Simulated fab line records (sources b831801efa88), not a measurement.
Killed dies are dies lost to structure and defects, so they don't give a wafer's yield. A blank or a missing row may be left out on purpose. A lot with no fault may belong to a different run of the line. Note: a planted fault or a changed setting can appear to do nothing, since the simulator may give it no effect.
fab line records	flow sfq_line
[record] lots = 6	wafers = 18	last_day = 85
route steps=325 shown M0@32 I0@43 M1@58 I1@73 M8@325
lots that met no fault: taken from a fault-free run of the same line
start_h: hours from the record's opening day to when the first of the lot's shown wafers began	wait_h: hours from the lot's prior step to this one	" repeats the value in the row above	L1.1+2: a row that stands for several wafers	- value missing, or start not given	* or withheld: withheld	< > ~ a bound
route shown NAME@n: NAME is a module with steps in the file, n the number in the route of the first one	usual: mean/standard deviation taken from wafers without a fault	same: alike in all rows	chamber/n: place in a boat	sites: readings site by site	_std_site: how widely they spread, as a standard deviation	_edge_site: outer sites' mean less inner sites'	radius_mm: for every site, how far away it sits from the centre of the wafer	mask NAME#n: copy n	behind: the tool/chamber that last shaped the wafer	hold: why the lot went on hold/how many hours it stayed there/how the hold came to an end	device: the transistor (n, p or np) that didn't switch	end of line: tests of these same wafers at the route's end	a step with no rows: only its recipe	killed: the dies lost at the first sort to structure and to defects; this is not the yield of the wafer	map: per-die view of a wafer (x killed, . not killed, _ where there is no die)
set.NAME: the setting that was run; set.NAME@STEP: the one run at that earlier step	model.NAME: the simulator's own value behind a step, which no gauge read
lots seen at some steps along the route; tables by step, rows by wafer
services: a tool's chamber out of use, with start hour (start_h, from the record's first day; less than 0 if before it), hours out, and reason
[[steps]]
[step SFQ_TRILAYER_M0_LITHO_COAT_026]
[recipe] resist = BARC	spin_rpm = 3000	resist_thk_nm = 62
[step SFQ_TRILAYER_M0_LITHO_COAT_021]
[recipe] resist = KrF	spin_rpm = 3000	resist_thk_nm = 600
[step SFQ_TRILAYER_M0_LITHO_SOFTBAKE_025]
[recipe] temp_c = withheld	time_s = withheld	resist = KrF
[step SFQ_TRILAYER_M0_LITHO_EXPOSE_022]
[recipe] mask_id = M0	na = 0.6	source_shape = conventional	sigma_outer = 0.65	target_cd_nm = 500	dose_mj = 14.4
[step SFQ_TRILAYER_M0_LITHO_PEB_024]
[recipe] peb_temp_c = 115	peb_time_s = 60	resist = KrF
[step SFQ_TRILAYER_M0_LITHO_DEVELOP_023]
[recipe] time_s = 60	resist = KrF
[step SFQ_M0_OVL_MEAS_906]
[usual] M0_OVL = 1/6.5
lot.wafer	tool	chamber	start_h	wait_h	M0_OVL[nm]
L586.4	overlay-01	-	232.91	0.1	10
L586.5	"	-	"	"	0
L586.6	"	-	"	"	9
L590.3	overlay-02	-	284.38	0.1	5
L590.4	"	-	"	"	2
L590.6	"	-	"	"	4
L598.1	overlay-02	-	344.84	0.1	12
L598.5	"	-	"	"	15
L598.6	"	-	"	"	21
L599.1	overlay-01	-	350.84	0.1	-9
L599.4	"	-	"	"	-8
L599.6	"	-	"	"	-11
L605.1	overlay-02	-	430.42	0.1	-6
L605.2	"	-	"	"	-1
L605.5	"	-	"	"	-9
L608.1	overlay-02	-	469.39	0.1	-6
L608.3	"	-	"	"	-10
L608.6	"	-	"	"	-11
[step SFQ_TRILAYER_M0_BARC_OPEN_METAL_ETCH_031]
[recipe] mask_material = PR	chemistry = O2	target_depth_nm = 125	target = BARC	icp_w = 600	bias_w = 80	pressure_mtorr = 10	time_s = 41.7
[usual] drypump_motor_current_A = 5.8/0.48	oes_product_au = 0.685/0.0044
lot.wafer	tool	chamber	start_h	wait_h	drypump_motor_current_A	oes_product_au	rf_hours_counter_h
L586.4	rie_metal-03	1	232.99	0.1	6.6	0.683	-
L586.5	"	1	"	"	6.6	0.689	-
L586.6	"	1	"	"	6.6	0.682	-
L590.3	rie_metal-02	0	284.43	0.0	5.4	0.674	-
L590.4	"	1	"	"	6.2	0.685	-
L590.6	"	0	"	"	5.4	0.691	-
L598.1	rie_metal-01	1	344.88	0.0	5.3	0.687	15
L598.5	"	1	"	"	5.3	0.680	-
L598.6	"	0	"	"	5.5	0.683	-
L599.1	rie_metal-03	0	350.88	0.0	6.2	0.683	16
L599.4	"	1	"	"	6.6	0.678	-
L599.6	"	0	"	"	6.2	0.684	-
L605.1	rie_metal-02	1	430.45	0.0	6.2	0.684	102
L605.2	"	0	"	"	5.4	0.687	77
L605.5	"	0	"	"	5.4	0.681	-
L608.1	rie_metal-02	1	469.42	0.0	6.2	0.684	109
L608.3	"	1	"	"	6.2	0.690	-
L608.6	"	1	"	"	6.2	0.681	-
[step SFQ_TRILAYER_M0_ETCH_METAL_ETCH_024]
[recipe] target = Nb	stop_on = SiO2	mask_material = PR	chemistry = Cl2/Ar	target_depth_nm = 240	icp_w = 600	bias_w = 80	pressure_mtorr = 10	time_s = 120
[usual] drypump_motor_current_A = 5.8/0.47	oes_product_au = 0.894/0.0078
lot.wafer	tool	chamber	start_h	wait_h	drypump_motor_current_A	oes_product_au	rf_hours_counter_h
L586.4	rie_metal-03	1	233.17	0.2	6.6	0.890	-
L586.5	"	1	"	"	6.5	0.895	-
L586.6	"	1	"	"	6.5	0.884	-
L590.3	rie_metal-02	0	284.51	0.1	5.4	0.902	-
L590.4	"	1	"	"	6.2	0.883	-
L590.6	"	0	"	"	5.4	0.892	-
L598.1	rie_metal-01	1	344.94	0.0	5.3	0.889	15
L598.5	"	1	"	"	5.3	0.893	-
L598.6	"	0	"	"	5.6	0.892	-
L599.1	rie_metal-03	0	350.94	0.0	6.2	0.892	16
L599.4	"	1	"	"	6.5	0.884	-
L599.6	"	0	"	"	6.2	0.889	-
L605.1	rie_metal-02	1	430.51	0.0	6.2	0.890	102
L605.2	"	0	"	"	5.4	0.905	77
L605.5	"	0	"	"	5.4	0.895	-
L608.1	rie_metal-02	1	469.48	0.0	6.2	0.896	109
L608.3	"	1	"	"	6.2	0.899	-
L608.6	"	1	"	"	6.2	0.886	-
[step SFQ_TRILAYER_M0_STRIP_STRIP_025]
[recipe] gas = O2	power_w = 200	platen_temp_c = 40	overash_fraction = 0.65	chemistry = O2	pressure_mtorr = 50
[usual] drypump_motor_current_A = 5.8/0.47	oes_product_au = 1.003/0.011
lot.wafer	tool	chamber	start_h	wait_h	drypump_motor_current_A	oes_product_au	rf_hours_counter_h
L586.4	rie_metal-03	1	233.89	0.7	6.6	1.008	-
L586.5	"	1	"	"	6.6	0.997	-
L586.6	"	1	"	"	6.6	1.005	-
L590.3	rie_metal-02	0	284.79	0.2	5.4	1.000	-
L590.4	"	1	"	"	6.2	1.003	-
L590.6	"	0	"	"	5.4	0.998	-
L598.1	rie_metal-01	1	345.06	0.1	5.3	0.989	15
L598.5	"	1	"	"	5.3	0.998	-
L598.6	"	0	"	"	5.6	1.016	-
L599.1	rie_metal-03	0	351.06	0.1	6.2	1.006	16
L599.4	"	1	"	"	6.5	1.012	-
L599.6	"	0	"	"	6.2	1.017	-
L605.1	rie_metal-02	1	430.64	0.1	6.2	1.007	103
L605.2	"	0	"	"	5.4	0.992	77
L605.5	"	0	"	"	5.4	0.996	-
L608.1	rie_metal-02	1	469.61	0.1	6.2	0.998	109
L608.3	"	1	"	"	6.2	1.003	-
L608.6	"	1	"	"	6.2	1.002	-
[step SFQ_TRILAYER_M0_STRIP_SOLV_CLEAN_026]
[recipe] chemistry = NMP	temp_c = 70	time_s = 600
[step SFQ_TRILAYER_I0_DEP_PECVD_027]
[recipe] material = SiO2	temp_c = 150	time_s = 111.11	pressure_torr = 2.4	rf_w = 183.3	precursor = SiH4/N2O	target_thk_nm = 500
[step SFQ_TRILAYER_I0_CMP_CMP_028]
[recipe] material = SiO2	down_force_psi = 3	platen_rpm = 60	pad_velocity_m_s = 0.94248
[usual] motor_current_A = 9.9/0.52	time_to_endpoint_s = 213/7.2
lot.wafer	tool	chamber	start_h	wait_h	motor_current_A	time_to_endpoint_s	model.SiO2_of_TRILAYER_I0_DEP_PECVD_027.thk_nm
L586.4	cmp-02	1	234.75	0.0	9.8	214	200.4
L586.6	"	1	236.75	2.0	9.6	210	200.8
L586.5	"	2	"	"	10.2	227	201.7
L590.4	cmp-01	2	285.46	0.0	10.3	215	198.6
L590.3	"	0	286.46	1.0	10.8	205	199
L590.6	"	2	287.46	2.0	10.1	216	199.3
L598.1	cmp-01	3	347.42	1.5	9.3	274	301
L598.6	"	0	"	"	11.4	282	304.2
L598.5	"	1	"	"	9.6	282	306.5
L599.1	cmp-01	3	352.53	0.7	9.0	273	302.6
L599.4	"	0	"	"	10.7	282	306.1
L599.6	"	3	354.53	2.6	9.5	285	306.1
L605.1	cmp-01	0	431.49	0.0	10.5	211	199.7
L605.2	"	2	432.49	1.0	9.8	215	200.1
L605.5	"	0	433.49	2.0	10.3	209	199
L608.3	cmp-02	3	472.13	1.2	9.4	206	200.3
L608.1	"	1	473.13	2.2	9.7	205	198.8
L608.6	"	2	"	"	10.0	217	200.8
[step SFQ_I0_BOW_MEAS_907]
[recipe] mode = bow
[usual] I0_BOW = -1/6.5
lot.wafer	tool	chamber	start_h	wait_h	I0_BOW[um]
L586.4	film_metro-02	-	237.81	2.6	-6
L586.5	"	-	"	"	-7
L586.6	"	-	"	"	-8
L590.3	film_metro-04	-	288.50	1.5	5
L590.4	"	-	"	"	5
L590.6	"	-	"	"	8
L598.1	film_metro-02	-	348.92	1.0	-4
L598.5	"	-	"	"	-15
L598.6	"	-	"	"	16
L599.1	film_metro-01	-	355.53	2.5	-1
L599.4	"	-	"	"	0
L599.6	"	-	"	"	6
L605.1	film_metro-04	-	434.49	2.5	5
L605.2	"	-	"	"	-6
L605.5	"	-	"	"	4
L608.1	film_metro-02	-	474.63	1.0	-12
L608.3	"	-	"	"	-15
L608.6	"	-	"	"	-2
[step SFQ_TRILAYER_I0_METRO_MEASURE_029]
[usual] thk_nm = 200.0/1.2
lot.wafer	tool	chamber	start_h	wait_h	thk_nm
L586.4	film_metro-02	-	238.47	0.6	200.4
L586.5	"	-	"	"	201.7
L586.6	"	-	"	"	200.8
L590.3	film_metro-04	-	288.98	0.5	199.0
L590.4	"	-	"	"	198.6
L590.6	"	-	"	"	199.4
L598.1	film_metro-02	-	349.04	0.1	301.0
L598.5	"	-	"	"	306.6
L598.6	"	-	"	"	304.3
L599.1	film_metro-01	-	355.65	0.1	302.6
L599.4	"	-	"	"	306.3
L599.6	"	-	"	"	306.1
L605.1	film_metro-04	-	434.61	0.1	199.7
L605.2	"	-	"	"	200.3
L605.5	"	-	"	"	199.0
L608.1	film_metro-02	-	474.75	0.1	198.9
L608.3	"	-	"	"	200.2
L608.6	"	-	"	"	200.7
[step SFQ_TRILAYER_I0_VIA_LITHO_COAT_036]
[recipe] resist = BARC	spin_rpm = 3000	resist_thk_nm = 62
[step SFQ_TRILAYER_I0_VIA_LITHO_COAT_031]
[recipe] resist = KrF	spin_rpm = 3000	resist_thk_nm = 650
[step SFQ_TRILAYER_I0_VIA_LITHO_SOFTBAKE_035]
[recipe] temp_c = withheld	time_s = withheld	resist = KrF
[step SFQ_TRILAYER_I0_VIA_LITHO_EXPOSE_032]
[recipe] mask_id = I0	na = 0.6	source_shape = conventional	sigma_outer = 0.65	target_cd_nm = 500	dose_mj = 21.3
[step SFQ_TRILAYER_I0_VIA_LITHO_PEB_034]
[recipe] peb_temp_c = 115	peb_time_s = 60	resist = KrF
[step SFQ_TRILAYER_I0_VIA_LITHO_DEVELOP_033]
[recipe] time_s = 60	resist = KrF
[step SFQ_I0_OVL_MEAS_908]
[usual] I0_OVL = -3/5.6
lot.wafer	tool	chamber	start_h	wait_h	I0_OVL[nm]
L586.4	overlay-02	-	354.59	0.1	-4
L586.5	"	-	"	"	-8
L586.6	"	-	"	"	-11
L590.3	overlay-02	-	423.23	0.1	-3
L590.4	"	-	"	"	-2
L590.6	"	-	"	"	-12
L598.1	overlay-01	-	492.29	0.1	4
L598.5	"	-	"	"	2
L598.6	"	-	"	"	2
L599.1	overlay-01	-	499.49	0.1	0
L599.4	"	-	"	"	4
L599.6	"	-	"	"	3
L605.1	overlay-01	-	587.47	0.1	-4
L605.2	"	-	"	"	-2
L605.5	"	-	"	"	-9
L608.1	overlay-01	-	633.23	0.1	-11
L608.3	"	-	"	"	-7
L608.6	"	-	"	"	-1
[step SFQ_TRILAYER_I0_VIA_BARC_OPEN_VIA_ETCH_046]
[recipe] mask_material = PR	chemistry = O2	target_depth_nm = 125	target = BARC	source_w = 500	bias_w = 80	pressure_mtorr = 30	time_s = 41.7
[usual] drypump_motor_current_A = 5.6/0.31	oes_product_au = 0.685/0.0045
lot.wafer	tool	chamber	start_h	wait_h	drypump_motor_current_A	oes_product_au	rf_hours_counter_h
L586.4	rie_diel-04	0	354.60	0.0	5.8	0.678	66
L586.5	"	3	"	"	5.4	0.692	-
L586.6	"	0	"	"	5.8	0.683	-
L590.3	rie_diel-02	3	423.25	0.0	5.8	0.695	2
L590.4	"	1	"	"	5.8	0.686	1
L590.6	"	3	"	"	5.8	0.680	-
L598.1	rie_diel-02	0	492.33	0.0	5.5	0.692	4
L598.5	"	1	"	"	5.8	0.686	-
L598.6	"	2	"	"	5.5	0.671	-
L599.1	rie_diel-02	0	499.53	0.0	5.4	0.687	4
L599.4	"	3	"	"	5.8	0.685	3
L599.6	"	0	"	"	5.4	0.686	-
L605.1	rie_diel-03	3	587.50	0.0	5.1	0.684	22
L605.2	"	0	"	"	5.8	0.690	0
L605.5	"	3	"	"	5.1	0.690	-
L608.1	rie_diel-03	1	633.26	0.0	4.8	0.685	10
L608.3	"	0	"	"	5.8	0.687	1
L608.6	"	1	"	"	4.8	0.685	-
[step SFQ_TRILAYER_I0_VIA_ETCH_VIA_ETCH_034]
[recipe] target = SiO2	stop_on = Nb	mask_material = PR	taper_deg = 20	chemistry = CHF3	target_depth_nm = 260	source_w = 500	bias_w = 80	pressure_mtorr = 30	time_s = withheld
[usual] drypump_motor_current_A = 5.6/0.31	oes_product_au = 0.855/0.0056
lot.wafer	tool	chamber	start_h	wait_h	drypump_motor_current_A	oes_product_au	model.etch.depth_nm	model.I0.feature_depth_nm
L586.4	rie_diel-04	0	354.64	0.0	5.8	0.852	200.4	200.4
L586.5	"	3	"	"	5.4	0.869	201.7	201.7
L586.6	"	0	"	"	5.8	0.856	200.8	200.8
L590.3	rie_diel-02	3	423.29	0.0	5.8	0.845	199	199
L590.4	"	1	"	"	5.8	0.856	198.6	198.6
L590.6	"	3	"	"	5.8	0.851	199.3	199.3
L598.1	rie_diel-02	0	492.37	0.0	5.5	1.003	259.8	259.8
L598.5	"	1	"	"	5.8	0.992	256.4	256.4
L598.6	"	2	"	"	5.5	0.994	256.6	256.6
L599.1	rie_diel-02	0	499.57	0.0	5.5	0.995	260.3	260.3
L599.4	"	3	"	"	5.8	0.982	256.4	256.4
L599.6	"	0	"	"	5.5	0.999	260.5	260.5
L605.1	rie_diel-03	3	587.54	0.0	5.1	0.856	199.7	199.7
L605.2	"	0	"	"	5.8	0.850	200.1	200.1
L605.5	"	3	"	"	5.1	0.857	199	199
L608.1	rie_diel-03	1	633.30	0.0	4.8	0.860	198.8	198.8
L608.3	"	0	"	"	5.8	0.854	200.3	200.3
L608.6	"	1	"	"	4.8	0.855	200.8	200.8
[step SFQ_TRILAYER_I0_VIA_STRIP_STRIP_035]
[recipe] gas = O2	power_w = 200	platen_temp_c = 40	overash_fraction = 0.65	chemistry = O2	pressure_mtorr = 50
[step SFQ_TRILAYER_I0_VIA_STRIP_SOLV_CLEAN_036]
[recipe] chemistry = NMP	temp_c = 70	time_s = 600
[step SFQ_TRILAYER_M1_DEP_PRE_CLEAN_038]
[recipe] gas = Ar	time_s = 22.5	bias_v = 250
lot.wafer	tool	chamber	start_h	wait_h	model.SiO2_of_TRILAYER_I0_DEP_PECVD_027.thk_nm
L586.4	pvd_sputter-03	-	355.55	0.0	192.9
L586.5	"	-	"	"	194.2
L586.6	"	-	"	"	193.3
L590.3	pvd_sputter-05	-	424.18	0.0	191.5
L590.4	"	-	"	"	191.1
L590.6	"	-	"	"	191.8
L598.1	pvd_sputter-03	-	493.27	0.0	293.5
L598.5	"	-	"	"	299
L598.6	"	-	"	"	296.7
L599.1	pvd_sputter-03	-	500.46	0.0	295.1
L599.4+6	"	-	"	"	298.6
L605.1	pvd_sputter-03	-	588.43	0.0	192.2
L605.2	"	-	"	"	192.6
L605.5	"	-	"	"	191.5
L608.1	pvd_sputter-05	-	634.19	0.0	191.3
L608.3	"	-	"	"	192.8
L608.6	"	-	"	"	193.3
[step SFQ_TRILAYER_M1_DEP_SPUTTER_037]
[recipe] material = Nb	base_pressure_pa = 1.33e-06	chamber_pressure_pa = 0.1333	substrate_temp_c = 20	resputter_cathode_voltage_v = 400	target_thk_nm = 200	power_w = 2000	time_s = 133.3
[step SFQ_M1_RS_MEAS_909]
[recipe] thk_meas_gauge = four-point-probe	reads = Nb_of_TRILAYER_M1_DEP_SPUTTER_037
[usual] M1_NB_RS = 0.889/0.0099
lot.wafer	tool	chamber	start_h	wait_h	M1_NB_RS[ohm/sq]
L586.4	film_metro-03	-	355.71	0.1	0.872
L586.5	"	-	"	"	0.889
L586.6	"	-	"	"	0.889
L590.3	film_metro-04	-	424.34	0.1	0.894
L590.4	"	-	"	"	0.890
L590.6	"	-	"	"	0.895
L598.1	film_metro-02	-	493.39	0.0	0.903
L598.5	"	-	"	"	0.900
L598.6	"	-	"	"	0.887
L599.1	film_metro-03	-	500.58	0.0	0.887
L599.4	"	-	"	"	0.894
L599.6	"	-	"	"	0.891
L605.1	film_metro-02	-	588.55	0.0	0.876
L605.2	"	-	"	"	0.887
L605.5	"	-	"	"	0.889
L608.1	film_metro-03	-	634.31	0.0	0.889
L608.3	"	-	"	"	0.890
L608.6	"	-	"	"	0.891
[step SFQ_TRILAYER_M1_LITHO_COAT_044]
[recipe] resist = BARC	spin_rpm = 3000	resist_thk_nm = 62
[step SFQ_TRILAYER_M1_LITHO_COAT_039]
[recipe] resist = KrF	spin_rpm = 3000	resist_thk_nm = 600
[step SFQ_TRILAYER_M1_LITHO_SOFTBAKE_043]
[recipe] temp_c = withheld	time_s = withheld	resist = KrF
[step SFQ_TRILAYER_M1_LITHO_EXPOSE_040]
[recipe] mask_id = M1	na = 0.6	source_shape = conventional	sigma_outer = 0.65	target_cd_nm = 500	dose_mj = 14.4
[step SFQ_TRILAYER_M1_LITHO_PEB_042]
[recipe] peb_temp_c = 115	peb_time_s = 60	resist = KrF
[step SFQ_TRILAYER_M1_LITHO_DEVELOP_041]
[recipe] time_s = 60	resist = KrF
[step SFQ_M1_OVL_MEAS_911]
[usual] M1_OVL = 1/4.9
lot.wafer	tool	chamber	start_h	wait_h	M1_OVL[nm]
L586.4	overlay-02	-	498.31	0.1	4
L586.5	"	-	"	"	-2
L586.6	"	-	"	"	4
L590.3	overlay-01	-	574.28	0.1	5
L590.4	"	-	"	"	2
L590.6	"	-	"	"	4
L598.1	overlay-01	-	649.71	0.1	-7
L598.5	"	-	"	"	1
L598.6	"	-	"	"	0
L599.1	overlay-01	-	656.91	0.1	9
L599.4	"	-	"	"	7
L599.6	"	-	"	"	8
L605.1	overlay-02	-	742.08	0.1	4
L605.2	"	-	"	"	0
L605.5	"	-	"	"	6
L608.1	overlay-01	-	773.50	0.1	3
L608.3	"	-	"	"	1
L608.6	"	-	"	"	2
[step SFQ_TRILAYER_M1_BARC_OPEN_METAL_ETCH_054]
[recipe] mask_material = PR	chemistry = O2	target_depth_nm = 125	target = BARC	icp_w = 600	bias_w = 80	pressure_mtorr = 10	time_s = 41.7
[usual] drypump_motor_current_A = 5.9/0.4	oes_product_au = 0.686/0.0044
lot.wafer	tool	chamber	start_h	wait_h	drypump_motor_current_A	oes_product_au	rf_hours_counter_h
L586.4	rie_metal-02	1	498.35	0.0	6.2	0.681	-
L586.5	"	1	"	"	6.2	0.688	-
L586.6	"	0	"	"	5.4	0.677	-
L590.3	rie_metal-02	1	574.32	0.0	6.2	0.687	-
L590.4	"	0	"	"	5.4	0.682	-
L590.6	"	0	"	"	5.4	0.683	-
L598.1	rie_metal-02	0	649.74	0.0	5.4	0.682	106
L598.5	"	0	"	"	5.4	0.687	-
L598.6	"	1	"	"	6.2	0.685	-
L599.1	rie_metal-02	1	656.94	0.0	6.2	0.690	133
L599.4	"	0	"	"	5.4	0.693	-
L599.6	"	1	"	"	6.2	0.682	-
L605.1	rie_metal-02	1	742.11	0.0	6.2	0.686	143
L605.2	"	0	"	"	5.4	0.680	119
L605.5	"	1	"	"	6.2	0.675	-
L608.1	rie_metal-04	1	773.54	0.0	5.6	0.685	100
L608.3	"	0	"	"	5.7	0.685	-
L608.6	"	0	"	"	5.7	0.686	-
[step SFQ_TRILAYER_M1_ETCH_METAL_ETCH_042]
[recipe] target = Nb	stop_on = SiO2	mask_material = PR	chemistry = Cl2/Ar	target_depth_nm = 240	icp_w = 600	bias_w = 80	pressure_mtorr = 10	time_s = 120
[step SFQ_TRILAYER_M1_STRIP_STRIP_043]
[recipe] gas = O2	power_w = 200	platen_temp_c = 40	overash_fraction = 0.65	chemistry = O2	pressure_mtorr = 50
[step SFQ_TRILAYER_M1_STRIP_SOLV_CLEAN_044]
[recipe] chemistry = NMP	temp_c = 70	time_s = 600
[step SFQ_TRILAYER_I1_DEP_PECVD_045]
[recipe] material = SiO2	temp_c = 150	time_s = 111.11	pressure_torr = 2.4	rf_w = 183.3	precursor = SiH4/N2O	target_thk_nm = 500
[step SFQ_M8_BOW_MEAS_951]
[recipe] mode = bow
[usual] M8_BOW = 5/11
lot.wafer	tool	chamber	start_h	wait_h	M8_BOW[um]	model.etest.i0.link_ohm
L586.4	film_metro-04	-	1826.48	0.1	-2	1.95
L586.5	"	-	"	"	-5	1.976
L586.6	"	-	"	"	-4	1.963
L590.3	film_metro-02	-	1837.26	0.0	16	1.963
L590.4	"	-	"	"	17	1.964
L590.6	"	-	"	"	18	1.964
L598.1	film_metro-01	-	2010.63	0.0	13	1e+06
L598.5	"	-	"	"	2	1e+06
L598.6	"	-	"	"	33	1e+06
L599.1	film_metro-04	-	2015.43	0.0	2	1e+06
L599.4	"	-	"	"	2	1e+06
L599.6	"	-	"	"	8	1e+06
L605.1	film_metro-02	-	2041.51	0.0	19	1.952
L605.2	"	-	"	"	9	1.957
L605.5	"	-	"	"	16	1.961
L608.1	film_metro-01	-	2051.13	0.0	-8	1.964
L608.3	"	-	"	"	-10	1.964
L608.6	"	-	"	"	0	1.974
[[services]]
tool	chamber	start_h	hours	kind
cmp-01	-	211.48	1.0	repair
cmp-01	-	232.00	4.0	pm
rie_diel-02	1	292.59	14.3	repair
rie_diel-02	-	312.66	0.5	repair
rie_metal-03	1	366.45	10.0	repair
rie_diel-02	2	391.68	6.4	repair
rie_diel-02	0	398.65	9.3	repair
rie_diel-02	2	413.32	5.1	repair
rie_metal-03	-	456.07	0.9	repair
rie_diel-02	3	473.73	12.4	repair
rie_diel-02	2	511.69	12.7	repair
rie_metal-03	-	540.77	2.8	pm
rie_diel-02	-	546.72	2.8	pm
rie_diel-02	3	552.27	40.7	repair
rie_diel-02	1	566.85	6.0	repair
rie_diel-02	2	572.82	10.1	repair
rie_metal-03	1	669.19	3.6	repair
rie_diel-02	1	676.52	4.2	repair
rie_metal-02	-	686.48	0.4	repair
rie_metal-02	1	723.64	10.1	repair
rie_metal-03	0	735.92	6.7	repair
rie_diel-02	1	744.80	2.3	repair
rie_diel-02	1	770.43	4.3	repair
rie_metal-03	-	770.64	0.7	repair
[[key]]
[first_sign] step = SFQ_TRILAYER_I0_CMP_CMP_028	reading = time_to_endpoint_s	direction = up	sigmas = 9.2	usual = *	struck = *
[effect] step = SFQ_TRILAYER_I0_METRO_MEASURE_029	reading = thk_nm	direction = up	sigmas = 85	usual = 200.0	struck = 304.5
[effect] step = SFQ_TRILAYER_I0_VIA_ETCH_VIA_ETCH_034	reading = oes_product_au	direction = up	sigmas = 25	usual = 0.855	struck = 0.994
[model_effect] step = SFQ_TRILAYER_I0_CMP_CMP_028	value = SiO2_of_TRILAYER_I0_DEP_PECVD_027.thk_nm	without = 199.3	struck = 304.4
[model_effect] step = SFQ_TRILAYER_I0_VIA_ETCH_VIA_ETCH_034	value = etch.depth_nm	without = 199.3	struck = 258.3
[model_effect] step = SFQ_TRILAYER_M1_DEP_PRE_CLEAN_038	value = SiO2_of_TRILAYER_I0_DEP_PECVD_027.thk_nm	without = 191.8	struck = 296.9
[model_effect] step = SFQ_M8_BOW_MEAS_951	value = etest.i0.link_ohm	without = 1.971	struck = 1e+06
met_at SFQ_TRILAYER_I0_CMP_CMP_028
struck_wafers L598.1,L598.5,L598.6,L599.1,L599.4,L599.6
onset_between 285.46 347.42
[fault] kind = process_parameter_drift	tool = cmp-01	chamber = -	onset_h = 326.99	steps = SFQ_TRILAYER_I0_CMP_CMP_028	channel = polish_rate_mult	offset = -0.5	shape = step	end_h = 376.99
